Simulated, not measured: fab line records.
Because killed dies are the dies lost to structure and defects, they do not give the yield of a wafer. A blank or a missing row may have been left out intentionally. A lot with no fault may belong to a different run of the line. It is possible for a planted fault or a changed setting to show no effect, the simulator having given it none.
Which tool did it? | flow sky130 | 11 lots with 33 wafers sampled at 3 steps, on a route of 708 steps

== WHAT THE GAUGES READ, wafer by wafer ==
SKY_VIA4_OVL_MEAS_11.
lot  | measured     | on         | VIA4_OVL (nm)
L279 | day 42 19:47 | overlay-01 | 0.8 1.0 0.6
L280 | day 43 02:10 | overlay-01 | 0.6 -0.7 -0.2
L281 | day 43 11:07 | overlay-02 | 1.1 1.1 1.7
L282 | day 43 20:12 | overlay-01 | 1.9 0.5 2.1
L284 | day 44 10:00 | overlay-02 | 3.8 2.0 1.6
L287 | day 45 05:34 | overlay-01 | 1.7 1.3 0.2
L290 | day 46 00:42 | overlay-01 | 1.2 2.1 0.9
L291 | day 46 11:07 | overlay-02 | 2.4 1.4 1.4
L294 | day 47 01:51 | overlay-02 | 0.2 1.3 2.4
L293 | day 47 03:44 | overlay-01 | 3.9 2.7 1.7
L298 | day 47 22:48 | overlay-02 | 0.4 1.0 1.2

== WHICH TOOL RAN EACH LOT (tool, then ch and the chambers of the sampled wafers, then the start) ==
lot  | SKY_METAL3_DESCUM_15             | SKY_METAL3_ETCH_17
L279 | rieMetal-04 ch 0,1, day 38 13:02 | rieDiel-03 ch 2,3, day 38 13:09
L280 | rieMetal-01 ch 1, day 38 20:06   | rieDiel-02 ch 1,2,3, day 38 20:22
L281 | rieMetal-04 ch 0,1, day 39 04:59 | rieDiel-04 ch 0,2,3, day 39 05:07
L282 | rieMetal-04 ch 0,1, day 39 16:07 | rieDiel-02 ch 2,3, day 39 16:15
L284 | rieMetal-01 ch 0,1, day 40 06:43 | rieDiel-02 ch 0,1,2, day 40 06:51
L287 | rieMetal-02 ch 0,1, day 41 04:40 | rieDiel-04 ch 2,3, day 41 04:48
L290 | rieMetal-04 ch 0,1, day 42 01:08 | rieDiel-03 ch 1,2,3, day 42 01:16
L291 | rieMetal-01 ch 0,1, day 42 15:01 | rieDiel-02 ch 0,1,2, day 42 15:11
L294 | rieMetal-01 ch 0,1, day 43 03:36 | rieDiel-04 ch 0,1, day 43 03:44
L293 | rieMetal-02 ch 0,1, day 43 07:23 | rieDiel-03 ch 0,1,3, day 43 07:31
L298 | rieMetal-01 ch 0,1, day 44 05:31 | rieDiel-02 ch 1,2,3, day 44 05:39
- SKY_METAL3_DESCUM_15: chemistry O2, time 8 s.
- SKY_METAL3_ETCH_17: etches SiO2 in C4F8/O2/Ar, stops on TiN, time 3.9 s, target depth 15 nm.

== THE ANSWER, worked out from the rows above alone ==
Rule: what is usual is taken from the lots themselves. Put in order of their means at a reading, lots are off if they are a third of the lots or fewer, leave a main group of 4 or more, and stand apart from it by a gap of 3 or more times the standard deviation of the main group's means; of several such gaps the widest counts. Not used: any main group whose means are identical at the precision the tables above print for the reading. A lot without any number at a reading at which 4 lots or more have one is off too. Where the step has rows for the other lots, those lots are counted as sound.
None of the lots is off at any reading shown; this tells nothing.

== WHAT THE SIMULATOR HAD PUT IN ==
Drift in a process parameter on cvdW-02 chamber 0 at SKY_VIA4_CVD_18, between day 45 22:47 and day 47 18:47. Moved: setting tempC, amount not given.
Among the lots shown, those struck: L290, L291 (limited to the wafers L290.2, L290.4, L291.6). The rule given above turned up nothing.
